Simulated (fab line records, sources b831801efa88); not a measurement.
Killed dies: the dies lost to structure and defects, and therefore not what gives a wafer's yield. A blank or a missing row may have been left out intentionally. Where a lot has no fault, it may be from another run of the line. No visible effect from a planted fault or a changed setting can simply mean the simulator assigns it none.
fab line records ; flow gf180mcu
record lots=11; wafers=33; lastDay=34
route steps=602 shown HV_LDD@204 CONTACT@292
lots with no fault: from the same line, run without faults
startH: start of the lot's first displayed wafer, in hours after the record's first day ; waitH: hours from the lot's prior step to this one ; " repeats the value in the row above ; L1.1+2: one row covering several wafers at once ; - no value, or no start was given ; * or withheld: withheld ; < > ~ a bound
route shown NAME@n: names a module that has steps shown in the file, with the first one's number in the route ; usual: average and standard deviation across the fault-free wafers ; same: alike in all rows ; chamber/n: place in a boat ; sites: each site's reading ; _std_site: their standard deviation ; _edge_site: inner sites' mean taken away from outer sites' mean ; radiusMm: for every site, how far away it sits from the centre of the wafer ; mask NAME#n: copy n ; behind: the last tool/chamber to shape the wafer ; hold: reason for holding the lot/hours on hold/outcome of the hold ; device: names the non-switching transistor (n, p or np) ; end of line: at the end of the route, the tests of the same wafers ; a step without rows: its recipe alone ; killed: the dies lost at the first sort to structure and to defects; this is not the yield of the wafer ; map: per-die view of a wafer (x killed, . not killed, _ where there is no die)
set.NAME: the run value of the setting; set.NAME@STEP: its run value at that earlier step ; model.NAME: the simulator's own value behind a step, which no gauge read
a sample of lots followed through the steps of the route, with each step as a table and each wafer as a row
services: the hour from which a tool's chamber was out of use, counted from the record's first day as startH (under 0 if before that day), plus the number of hours and why
## steps
# step GF_HV_LDD_EXPOSE_28
# recipe maskId=Nplus_HV_AREA; targetCdNm=400; na=0.6; sourceShape=conventional; sigmaOuter=0.6; doseMj=140
# usual focusOffsetNm=0.0/0.58
lot.wafer;tool;chamber;startH;waitH;mask;focusOffsetNm
L817.3;ilineStepper-02;0;255.11;-;Nplus_HV_AREA#0;-0.8
L817.4;ilineStepper-02;0;255.11;-;Nplus_HV_AREA#0;-0.2
L817.6;ilineStepper-02;0;255.11;-;Nplus_HV_AREA#0;-0.2
L818.1;ilineStepper-02;0;257.38;-;Nplus_HV_AREA#0;-0.1
L818.2;ilineStepper-02;0;257.38;-;Nplus_HV_AREA#0;-0.5
L818.5;ilineStepper-02;0;257.38;-;Nplus_HV_AREA#0;-0.2
L819.2;ilineStepper-02;0;268.40;-;Nplus_HV_AREA#0;0.0
L819.5;ilineStepper-02;0;268.40;-;Nplus_HV_AREA#0;0.3
L819.6;ilineStepper-02;0;268.40;-;Nplus_HV_AREA#0;0.4
L820.2;ilineStepper-01;0;273.34;-;Nplus_HV_AREA#0;0.8
L820.3;ilineStepper-01;0;273.34;-;Nplus_HV_AREA#0;-0.1
L820.5;ilineStepper-01;0;273.34;-;Nplus_HV_AREA#0;1.9
L821.1;ilineStepper-02;0;278.35;-;Nplus_HV_AREA#0;-0.3
L821.4;ilineStepper-02;0;278.35;-;Nplus_HV_AREA#0;-0.2
L821.6;ilineStepper-02;0;278.35;-;Nplus_HV_AREA#0;-0.2
L829.1;ilineStepper-01;0;340.15;-;Nplus_HV_AREA#0;-0.8
L829.3;ilineStepper-01;0;340.15;-;Nplus_HV_AREA#0;-0.6
L829.6;ilineStepper-01;0;340.15;-;Nplus_HV_AREA#0;-1.1
L831.3;ilineStepper-01;0;355.61;-;Nplus_HV_AREA#0;-1.0
L831.4;ilineStepper-01;0;355.61;-;Nplus_HV_AREA#0;-0.7
L831.5;ilineStepper-01;0;355.61;-;Nplus_HV_AREA#0;0.1
L833.1;ilineStepper-02;0;363.50;-;Nplus_HV_AREA#0;0.3
L833.2;ilineStepper-02;0;363.50;-;Nplus_HV_AREA#0;0.1
L833.4;ilineStepper-02;0;363.50;-;Nplus_HV_AREA#0;0.1
L834.1;ilineStepper-02;0;373.67;-;Nplus_HV_AREA#0;0.1
L834.2;ilineStepper-02;0;373.67;-;Nplus_HV_AREA#0;-0.4
L834.3;ilineStepper-02;0;373.67;-;Nplus_HV_AREA#0;0.0
L836.2;ilineStepper-02;0;395.59;-;Nplus_HV_AREA#0;-0.8
L836.3;ilineStepper-02;0;395.59;-;Nplus_HV_AREA#0;0.8
L836.5;ilineStepper-02;0;395.59;-;Nplus_HV_AREA#0;-0.7
L838.1;ilineStepper-02;0;407.70;-;Nplus_HV_AREA#0;-1.0
L838.2;ilineStepper-02;0;407.70;-;Nplus_HV_AREA#0;0.2
L838.4;ilineStepper-02;0;407.70;-;Nplus_HV_AREA#0;0.0
# step GF_HV_LDD_OVL_MEAS_32
# usual HV_LDD_02_OVL=0.2/1.7
lot.wafer;tool;chamber;startH;waitH;HV_LDD_02_OVL[nm]
L817.3;overlay-02;-;264.16;0.1;1.3
L817.4;overlay-02;-;264.16;0.1;-0.8
L817.6;overlay-02;-;264.16;0.1;1.3
L818.1;overlay-01;-;266.59;0.1;-1.4
L818.2;overlay-01;-;266.59;0.1;-1.2
L818.5;overlay-01;-;266.59;0.1;-1.8
L819.2;overlay-02;-;278.51;0.1;-2.7
L819.5;overlay-02;-;278.51;0.1;0.0
L819.6;overlay-02;-;278.51;0.1;-2.1
L820.2;overlay-02;-;283.65;0.1;2.6
L820.3;overlay-02;-;283.65;0.1;4.1
L820.5;overlay-02;-;283.65;0.1;4.5
L821.1;overlay-01;-;287.76;0.1;1.0
L821.4;overlay-01;-;287.76;0.1;-0.1
L821.6;overlay-01;-;287.76;0.1;-0.5
L829.1;overlay-02;-;350.81;0.1;-122.9
L829.3;overlay-02;-;350.81;0.1;-123.5
L829.6;overlay-02;-;350.81;0.1;-122.1
L831.3;overlay-02;-;366.60;0.1;-124.7
L831.4;overlay-02;-;366.60;0.1;-124.8
L831.5;overlay-02;-;366.60;0.1;-123.0
L833.1;overlay-02;-;374.21;0.1;-0.7
L833.2;overlay-02;-;374.21;0.1;0.6
L833.4;overlay-02;-;374.21;0.1;-2.0
L834.1;overlay-02;-;385.35;0.1;0.5
L834.2;overlay-02;-;385.35;0.1;0.2
L834.3;overlay-02;-;385.35;0.1;-0.3
L836.2;overlay-01;-;406.90;0.1;-0.2
L836.3;overlay-01;-;406.90;0.1;-1.4
L836.5;overlay-01;-;406.90;0.1;-2.2
L838.1;overlay-02;-;419.65;0.1;-2.2
L838.2;overlay-02;-;419.65;0.1;-2.4
L838.4;overlay-02;-;419.65;0.1;-1.2
# step GF_HV_LDD_CD_MEAS_46
# recipe targetCdNm=400
# usual cdNm=400.3/2.4
lot.wafer;tool;chamber;startH;waitH;cdNm
L817.3;cdSem-02;-;284.62;0.1;394.4
L817.4;cdSem-02;-;284.62;0.1;397.6
L817.6;cdSem-02;-;284.62;0.1;398.4
L818.1;cdSem-02;-;286.99;0.1;398.3
L818.2;cdSem-02;-;286.99;0.1;399.0
L818.5;cdSem-02;-;286.99;0.1;399.0
L819.2;cdSem-02;-;298.89;0.1;400.1
L819.5;cdSem-02;-;298.89;0.1;399.5
L819.6;cdSem-02;-;298.89;0.1;398.7
L820.2;cdSem-02;-;304.49;0.1;401.8
L820.3;cdSem-02;-;304.49;0.1;400.4
L820.5;cdSem-02;-;304.49;0.1;399.4
L821.1;cdSem-01;-;308.52;0.1;397.3
L821.4;cdSem-01;-;308.52;0.1;399.1
L821.6;cdSem-01;-;308.52;0.1;396.2
L829.1;cdSem-01;-;373.33;0.1;399.4
L829.3;cdSem-01;-;373.33;0.1;397.4
L829.6;cdSem-01;-;373.33;0.1;398.0
L831.3;cdSem-01;-;390.02;0.1;402.2
L831.4;cdSem-01;-;390.02;0.1;400.3
L831.5;cdSem-01;-;390.02;0.1;400.1
L833.1;cdSem-01;-;397.52;0.1;402.3
L833.2;cdSem-01;-;397.52;0.1;403.6
L833.4;cdSem-01;-;397.52;0.1;406.5
L834.1;cdSem-01;-;409.17;0.1;398.0
L834.2;cdSem-01;-;409.17;0.1;398.6
L834.3;cdSem-01;-;409.17;0.1;401.2
L836.2;cdSem-01;-;431.19;0.1;403.6
L836.3;cdSem-01;-;431.19;0.1;405.4
L836.5;cdSem-01;-;431.19;0.1;402.3
L838.1;cdSem-01;-;444.52;0.1;401.6
L838.2;cdSem-01;-;444.52;0.1;399.9
L838.4;cdSem-01;-;444.52;0.1;399.1
# step GF_HV_LDD_STRIP_49
# recipe chemistry=O2/N2; powerW=1400; pressureMtorr=1500; platenTempC=250; o2FlowSccm=3000; n2FlowSccm=300; overashFraction=0.5
# usual drypumpMotorCurrentA=5.8/0.49; heaterPowerW=341/22; n2FlowSccm=300.1/0.85; oesProductAu=0.716/0.0048; stripTimeToEndpointS=12.64/0.045
lot.wafer;tool;chamber;startH;waitH;drypumpMotorCurrentA;heaterPowerW;n2FlowSccm;oesProductAu;rfHoursCounterH;stripTimeToEndpointS
L817.3;plasmaAsher-04;1;284.95;0.1;6.5;347;300.3;0.720;-;12.64
L817.4;plasmaAsher-04;0;284.95;0.1;5.5;337;299.8;0.714;-;12.67
L817.6;plasmaAsher-04;0;284.95;0.1;5.5;321;299.5;0.719;-;12.66
L818.1;plasmaAsher-04;0;287.30;0.1;5.5;327;301.3;0.726;64;12.62
L818.2;plasmaAsher-04;1;287.30;0.1;6.4;344;299.3;0.726;64;12.61
L818.5;plasmaAsher-04;1;287.30;0.1;6.5;351;300.5;0.719;-;12.60
L819.2;plasmaAsher-03;0;299.22;0.1;6.2;313;299.2;0.709;20;12.67
L819.5;plasmaAsher-03;0;299.22;0.1;6.2;315;299.3;0.723;-;12.68
L819.6;plasmaAsher-03;1;299.22;0.1;5.5;326;300.1;0.718;-;12.68
L820.2;plasmaAsher-01;0;304.78;0.1;6.1;333;299.6;0.725;45;12.60
L820.3;plasmaAsher-01;1;304.78;0.1;5.1;395;299.8;0.716;-;12.61
L820.5;plasmaAsher-01;1;304.78;0.1;5.1;386;300.1;0.713;-;12.63
L821.1;plasmaAsher-04;1;308.83;0.1;6.4;341;298.9;0.711;66;12.77
L821.4;plasmaAsher-04;0;308.83;0.1;5.5;332;300.0;0.713;-;12.78
L821.6;plasmaAsher-04;1;308.83;0.1;6.5;346;300.3;0.719;-;12.80
L829.1;plasmaAsher-03;1;373.63;0.1;5.5;330;300.6;0.711;27;12.65
L829.3;plasmaAsher-03;0;373.63;0.1;6.2;312;300.1;0.710;-;12.61
L829.6;plasmaAsher-03;1;373.63;0.1;5.5;318;300.4;0.716;-;12.59
L831.3;plasmaAsher-04;0;390.32;0.1;5.5;328;299.6;0.716;-;12.65
L831.4;plasmaAsher-04;1;390.32;0.1;6.5;348;302.0;0.720;-;12.65
L831.5;plasmaAsher-04;1;390.32;0.1;6.4;341;301.5;0.726;-;12.64
L833.1;plasmaAsher-01;0;397.83;0.1;6.1;341;299.7;0.718;55;12.67
L833.2;plasmaAsher-01;1;397.83;0.1;5.1;387;300.7;0.713;55;12.65
L833.4;plasmaAsher-01;1;397.83;0.1;5.1;383;300.7;0.717;-;12.63
L834.1;plasmaAsher-03;1;409.48;0.1;5.5;325;301.2;0.714;30;12.61
L834.2;plasmaAsher-03;0;409.48;0.1;6.2;315;299.6;0.706;30;12.61
L834.3;plasmaAsher-03;0;409.48;0.1;6.2;315;301.1;0.715;-;12.61
L836.2;plasmaAsher-04;1;431.48;0.1;6.5;335;300.0;0.711;0;12.56
L836.3;plasmaAsher-04;0;431.48;0.1;5.5;318;300.1;0.711;-;12.63
L836.5;plasmaAsher-04;1;431.48;0.1;6.4;340;299.0;0.717;-;12.63
L838.1;plasmaAsher-01;1;444.83;0.1;5.1;378;300.7;0.705;61;12.59
L838.2;plasmaAsher-01;0;444.83;0.1;6.1;336;300.8;0.725;61;12.53
L838.4;plasmaAsher-01;1;444.83;0.1;5.1;385;301.9;0.714;-;12.61
# step GF_CONTACT_BOW_MEAS_05
# recipe mode=bow
# usual CONTACT_BOW=65/6.4
lot.wafer;tool;chamber;startH;waitH;CONTACT_BOW[um]
L817.3;filmMetro-02;-;354.07;0.2;64
L817.4;filmMetro-02;-;354.07;0.2;59
L817.6;filmMetro-02;-;354.07;0.2;66
L818.1;filmMetro-04;-;354.87;0.1;69
L818.2;filmMetro-04;-;354.87;0.1;70
L818.5;filmMetro-04;-;354.87;0.1;73
L819.2;filmMetro-04;-;366.46;0.1;67
L819.5;filmMetro-04;-;366.46;0.1;68
L819.6;filmMetro-04;-;366.46;0.1;78
L820.2;filmMetro-04;-;373.52;0.1;56
L820.3;filmMetro-04;-;373.52;0.1;61
L820.5;filmMetro-04;-;373.52;0.1;67
L821.1;filmMetro-02;-;378.97;0.1;59
L821.4;filmMetro-02;-;378.97;0.1;59
L821.6;filmMetro-02;-;378.97;0.1;62
L829.1;filmMetro-04;-;450.17;0.2;56
L829.3;filmMetro-04;-;450.17;0.2;64
L829.6;filmMetro-04;-;450.17;0.2;55
L831.3;filmMetro-02;-;467.26;0.2;73
L831.4;filmMetro-02;-;467.26;0.2;66
L831.5;filmMetro-02;-;467.26;0.2;70
L833.1;filmMetro-02;-;477.04;0.1;67
L833.2;filmMetro-02;-;477.04;0.1;67
L833.4;filmMetro-02;-;477.04;0.1;71
L834.1;filmMetro-04;-;488.80;0.1;69
L834.2;filmMetro-04;-;488.80;0.1;60
L834.3;filmMetro-04;-;488.80;0.1;66
L836.2;filmMetro-01;-;510.58;0.2;75
L836.3;filmMetro-01;-;510.58;0.2;74
L836.5;filmMetro-01;-;510.58;0.2;67
L838.1;filmMetro-04;-;521.74;0.2;72
L838.2;filmMetro-04;-;521.74;0.2;64
L838.4;filmMetro-04;-;521.74;0.2;70
## services
tool;chamber;startH;hours;kind
ilineStepper-01;-;252.84;9.2;repair
ilineStepper-01;-;262.58;1.7;pm
ilineStepper-01;-;284.26;5.1;repair
plasmaAsher-04;-;307.00;0.6;repair
ilineStepper-02;0;319.85;-;calibration
ilineStepper-02;-;351.27;6.3;repair
plasmaAsher-03;-;352.60;9.5;repair
plasmaAsher-03;-;390.03;10.4;repair
ilineStepper-02;-;392.69;1.7;pm
plasmaAsher-04;-;403.24;0.7;repair
plasmaAsher-04;-;421.25;9.0;pm
plasmaAsher-04;0;421.25;9.0;ventCycle
plasmaAsher-04;1;421.25;9.0;ventCycle
plasmaAsher-04;0;430.25;-;clean
plasmaAsher-04;1;430.25;-;clean
## key
firstSign step=GF_HV_LDD_OVL_MEAS_32; reading=HV_LDD_02_OVL; direction=down; sigmas=72; usual=0.2; struck=-123.5
effect none on later readings
metAt GF_HV_LDD_EXPOSE_28
struckLots L829,L831
testerLeftOut L829,L831
notActingAt GF_HV_LDD_CD_MEAS_46,GF_HV_LDD_STRIP_49,GF_CONTACT_BOW_MEAS_05
onsetBetween 273.34 340.15
fault kind=scannerMatchingOverlay; tool=ilineStepper-01; chamber=-; onsetH=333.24; steps=GF_HV_LDD_EXPOSE_28; offset=-124.76
# testerLeftOut: of these lots the tester's yield and bins aren't shown, on N5 and GAA mostly nor the transistor test; their killed dies are dies lost to structure and defects alone, not to doping, threshold or leakage, so they don't give the yield
